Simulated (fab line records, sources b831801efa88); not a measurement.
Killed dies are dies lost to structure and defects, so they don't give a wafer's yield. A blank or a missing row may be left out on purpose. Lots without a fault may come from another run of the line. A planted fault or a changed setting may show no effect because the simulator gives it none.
Problem report in the 8D (eight disciplines) form, filled by code | flow gf180mcu | the parts of the form that need people (team, actions taken, sign-off) are left out

1. THE PROBLEM
CONTACT_CVD_00_THK at GF_CONTACT_THK_MEAS_01 reads a mean of 146.4 nm on 2 wafers of 1 lot; wafers without a fault read 299.6 nm with a standard deviation of 2.9. That is -53 standard deviations from the usual mean.
First seen on wafer L649.1, day 18 00:05, on film_metro-01. The record holds 36 wafers of 12 lots with a number at this step. Rule for "out", or "out of limits": more than 4 standard deviations from the usual mean. The other wafers with a number count as sound.

2. WHAT IT IS AND WHAT IT IS NOT
question                    | is                 | is not
which readings at this step | CONTACT_CVD_00_THK | -
which lots                  | L649               | L643, L645, L646, L647, L658, L659, L660, L661, L662, L663, L664
which wafers of those lots  | L649.1, L649.5     | L649.3
read on which gauges        | film_metro-01      | film_metro-03, film_metro-04
when                        | from day 18 00:05  | up to then (13 sound wafers); but 21 sound wafers of L658, L659, L660, L661, L662, L663, L664 came after

3. SUSPECTS, AND WHAT RULES EACH OUT
Counting: a tool at a process step up to the reading stays a suspect if it ran every lot that is out. Sound lots after the first of them don't rule it out here, since some wafers of a struck lot are sound.
- the gauge at GF_CONTACT_THK_MEAS_01: ruled out. All the wafers that are out were read on film_metro-01, but those of them that GF_CONTACT_CVD_00 has rows for are out there too, on other tools.
- plasma_asher-03 at GF_HV_LDD_STRIP_22 (strips in O2/N2): kept. It ran the lot that is out, L649 (day 13 06:02); its last sound lot up to then is L646 (day 12 00:20).
- hdpcvd-01 at GF_CONTACT_CVD_00 (deposits SiO2, target thk 300 nm, time 50 s): kept. It ran the lot that is out, L649 (day 18 00:03); its last sound lot up to then is L647 (day 16 20:33). Its own readings are out on those wafers: sih4_flow_sccm.
- Within hdpcvd-01 at GF_CONTACT_CVD_00: the wafers that are out ran in chamber 1; their sound lot-mates ran in chamber 2.
Left after counting: plasma_asher-03 at GF_HV_LDD_STRIP_22, hdpcvd-01 at GF_CONTACT_CVD_00.

4. THE CAUSE (what the simulator had put in)
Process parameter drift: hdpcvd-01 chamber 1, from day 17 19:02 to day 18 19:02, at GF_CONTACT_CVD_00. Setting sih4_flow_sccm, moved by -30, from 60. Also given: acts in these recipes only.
Counting left 2 suspects, and this tool is among them.

5. THE CHAIN OF EFFECTS, in route order
Each row: a reading whose mean over the struck wafers that have a number lies more than 3 standard deviations from the usual. Only readings for which the record gives a usual standard deviation are gone through. hours: the time from each lot's start at the first step in this table that gives one to its start at this step, as a median over the lots. sigmas: the change in usual standard deviations.
hours | step                   | reading            | usual      | on struck wafers | change | sigmas
0     | GF_CONTACT_CVD_00      | sih4_flow_sccm     | 59.99 sccm | 29.83            | -30.16 | -99 or more
0     | GF_CONTACT_THK_MEAS_01 | CONTACT_CVD_00_THK | 299.6 nm   | 146.4            | -153.2 | -53
-     | GF_CONTACT_ETCH_17     | oes_product_au     | 0.815 a.u. | 0.740            | -0.075 | -15
The process steps in it:
- GF_CONTACT_CVD_00: deposits SiO2, target thk 300 nm, time 50 s.
- GF_CONTACT_ETCH_17: etches SiO2 in C4F8/O2/Ar, stops on CoSi2, target depth 860 nm.

6. WHAT WOULD HAVE CAUGHT IT SOONER
In this record the first reading out of limits at a measuring or inspecting step was taken at day 18 00:05, 5 hours after the fault began at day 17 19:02.
The tool's own readings at GF_CONTACT_CVD_00 were out on every struck wafer that the step has a row for (sih4_flow_sccm): an alarm limit on them would have fired on the first of those.
All the lots that are out (1) had begun GF_CONTACT_CVD_00 on hdpcvd-01 by day 18 00:05. A hold on the tool at that time would have spared none of them.
